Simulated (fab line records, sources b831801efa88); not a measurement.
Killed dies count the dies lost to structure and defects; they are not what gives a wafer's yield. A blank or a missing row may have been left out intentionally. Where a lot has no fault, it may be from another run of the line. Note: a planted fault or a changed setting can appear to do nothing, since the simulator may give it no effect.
Matching of chambers :: flow gf180mcu :: 4 sister chambers for GF_V1_CMP_26 on cmp-02
The step polishes, stops on SiO2, t overpolish 15 s, target thk 0 nm. 7 wafers are shown with their chamber, then 7 later ones without.

## EACH WAFER AND ITS CHAMBER
wafer: L863.2
chamber: 1
motor current A (A): 9.0
time to endpoint s (s): 81

wafer: L864.5
chamber: 3
motor current A (A): 10.9
time to endpoint s (s): 92

wafer: L868.6
chamber: 3
motor current A (A): 11.0
time to endpoint s (s): 86

wafer: L870.4
chamber: 2
motor current A (A): 13.4
time to endpoint s (s): 86

wafer: L870.5
chamber: 0
motor current A (A): 12.3
time to endpoint s (s): 82

wafer: L871.1
chamber: 2
motor current A (A): 12.9
time to endpoint s (s): 88

wafer: L871.2
chamber: 0
motor current A (A): 12.3
time to endpoint s (s): 86

## WAFERS MISSING THEIR CHAMBER
wafer: L871.3
motor current A (A): 11.3
time to endpoint s (s): 88

wafer: L877.1
motor current A (A): 12.5
time to endpoint s (s): 83

wafer: L877.2
motor current A (A): 13.7
time to endpoint s (s): 86

wafer: L877.6
motor current A (A): 11.1
time to endpoint s (s): 89

wafer: L881.1
motor current A (A): 10.5
time to endpoint s (s): 90

wafer: L881.3
motor current A (A): 13.1
time to endpoint s (s): 90

wafer: L881.5
motor current A (A): 12.2
time to endpoint s (s): 83

## THE CHAMBER EACH PASSED THROUGH
wafer: L871.3
from the rows above: 3
in truth: 3

wafer: L877.1
from the rows above: 0
in truth: 0

wafer: L877.2
from the rows above: 2
in truth: 2

wafer: L877.6
from the rows above: 3
in truth: 3

wafer: L881.1
from the rows above: 3
in truth: 3

wafer: L881.3
from the rows above: 2
in truth: 2

wafer: L881.5
from the rows above: 0
in truth: 0
Placed correctly: 7 of 7. Number that these rows cannot place: 0. Wrongly placed: 0.
How it was worked out, from the rows above alone: a wafer's distance from a chamber is the root of the sum, over the readings, of the square of ((its reading less the chamber's mean) divided by the reading's scatter). If the next closest chamber is less than 2 further off than the closest, the wafer can't be placed; otherwise it belongs to the closest. A chamber's mean is the mean of its shown wafers. The scatter: take each reading less its chamber's mean, square it, sum over the shown wafers, divide by the number of wafers less the number of chambers, and take the root.
